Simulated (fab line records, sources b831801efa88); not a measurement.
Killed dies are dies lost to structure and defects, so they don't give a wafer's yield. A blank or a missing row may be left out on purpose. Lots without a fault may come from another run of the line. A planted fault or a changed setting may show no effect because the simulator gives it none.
Tool commonality check | flow sky130 | 13 lots, 39 wafers sampled

WHY IT WAS OPENED
At SKY_METAL2_CD_MEAS_15 the reading cd_nm is flagged on 1 of 13 lots. Wafers without a fault read 140.0 nm, standard deviation 1.4.
Rule: a lot is flagged when every wafer of it that has a number lies more than 4 standard deviations from that mean, or none has a number. The other lots count as sound.

lot  | measured     | on        | cd_nm (nm), wafer by wafer | flag
L990 | day 35 11:17 | cd_sem-01 | 141.8 140.4 140.7          |
L991 | day 35 15:02 | cd_sem-01 | 141.4 141.1 141.0          |
L993 | day 36 11:13 | cd_sem-01 | 138.2 139.6 139.4          |
L995 | day 37 00:43 | cd_sem-02 | 141.4 141.8 141.4          |
L994 | day 37 11:37 | cd_sem-02 | 140.3 140.4 140.6          |
L996 | day 37 16:14 | cd_sem-02 | 140.2 141.3 140.3          |
L997 | day 37 21:23 | cd_sem-01 | 140.7 141.0 139.9          |
L998 | day 38 05:44 | cd_sem-02 | 138.2 137.8 139.2          |
L999 | day 38 12:27 | cd_sem-02 | 138.7 136.4 137.9          |
L100 | day 38 17:05 | cd_sem-02 | 139.6 138.5 138.5          |
L101 | day 39 00:07 | cd_sem-01 | 141.2 141.6 141.2          |
L106 | day 40 13:44 | cd_sem-02 | 64.7 85.6 123.6            | FLAGGED
L112 | day 41 23:59 | cd_sem-02 | 143.4 143.4 143.3          |
The numbers of the flagged lots are 91.3 nm on average: -48.7 nm against the usual, or -35 standard deviations.

WHICH TOOL RAN EACH LOT
The record holds 2 process steps before the reading, out of a route of 708 steps. In each cell: the tool, then ch and the chambers that the sampled wafers went through, then the start.
lot  | flag    | SKY_METAL2_SPUTTER_04        | SKY_METAL2_EXPOSE_12
L990 |         | pvd_sputter-01, day 34 08:35 | krf_scanner-02 ch 0, day 34 22:55
L991 |         | pvd_sputter-01, day 34 12:14 | krf_scanner-01 ch 0, day 35 02:28
L993 |         | pvd_sputter-03, day 35 08:35 | krf_scanner-02 ch 0, day 35 22:28
L995 |         | pvd_sputter-01, day 35 23:16 | krf_scanner-01 ch 0, day 36 12:07
L994 |         | pvd_sputter-01, day 36 09:43 | krf_scanner-01 ch 0, day 36 22:16
L996 |         | pvd_sputter-03, day 36 14:37 | krf_scanner-02 ch 0, day 37 03:55
L997 |         | pvd_sputter-03, day 36 20:02 | krf_scanner-01 ch 0, day 37 09:25
L998 |         | pvd_sputter-01, day 37 04:16 | krf_scanner-02 ch 0, day 37 17:02
L999 |         | pvd_sputter-04, day 37 10:25 | krf_scanner-02 ch 0, day 37 22:54
L100 |         | pvd_sputter-03, day 37 15:20 | krf_scanner-02 ch 0, day 38 04:28
L101 |         | pvd_sputter-01, day 37 22:42 | krf_scanner-02 ch 0, day 38 12:27
L106 | FLAGGED | pvd_sputter-01, day 39 13:14 | krf_scanner-02 ch 0, day 40 01:14
L112 |         | pvd_sputter-03, day 40 23:58 | krf_scanner-01 ch 0, day 41 11:49
What these steps do:
- SKY_METAL2_SPUTTER_04: material TiN, target thk 70 nm, time 58.3 s.
- SKY_METAL2_EXPOSE_12: exposes mask MM2, target cd 140 nm.
- SKY_METAL2_CD_MEAS_15: target cd 140 nm.

FLAGGED OVER TOTAL, TOOL BY TOOL (the gauges that took the reading come last)
step                  | tool           | lots run | flagged | share of the flagged lots | sound lots run after its first flagged lot
SKY_METAL2_SPUTTER_04 | pvd_sputter-01 | 7        | 1       | all                       | 0
SKY_METAL2_SPUTTER_04 | pvd_sputter-03 | 5        | 0       | none                      | -
SKY_METAL2_SPUTTER_04 | pvd_sputter-04 | 1        | 0       | none                      | -
SKY_METAL2_EXPOSE_12  | krf_scanner-01 | 5        | 0       | none                      | -
SKY_METAL2_EXPOSE_12  | krf_scanner-02 | 8        | 1       | all                       | 0
SKY_METAL2_CD_MEAS_15 | cd_sem-01      | 5        | 0       | none                      | -
SKY_METAL2_CD_MEAS_15 | cd_sem-02      | 8        | 1       | all                       | 1 (L112)

WHAT THE TABLE ALLOWS
3 rows of the table ran every flagged lot: pvd_sputter-01 at SKY_METAL2_SPUTTER_04, krf_scanner-02 at SKY_METAL2_EXPOSE_12, cd_sem-02 at SKY_METAL2_CD_MEAS_15.
- pvd_sputter-01 at SKY_METAL2_SPUTTER_04: 1 of its 7 lots flagged. Its last sound lot is L101 (day 37 22:42), its first flagged lot L106 (day 39 13:14): a fault that began between those two fits.
- krf_scanner-02 at SKY_METAL2_EXPOSE_12: 1 of its 8 lots flagged. Its last sound lot is L101 (day 38 12:27), its first flagged lot L106 (day 40 01:14): a fault that began between those two fits. Its own readings lie more than 4 standard deviations out on every wafer of the flagged lots: exposure_dose_mJ_cm2.
- cd_sem-02 at SKY_METAL2_CD_MEAS_15: 1 of its 8 lots flagged. Sound lots ran on it after the first flagged one (L112), which a lasting fault on the whole tool wouldn't allow.
Counting lots can't tell these 2 tools apart, because each fits a fault that began at some hour. More lots, or a look at what each step does to the wafer, might.

WHAT THE SIMULATOR HAD PUT IN
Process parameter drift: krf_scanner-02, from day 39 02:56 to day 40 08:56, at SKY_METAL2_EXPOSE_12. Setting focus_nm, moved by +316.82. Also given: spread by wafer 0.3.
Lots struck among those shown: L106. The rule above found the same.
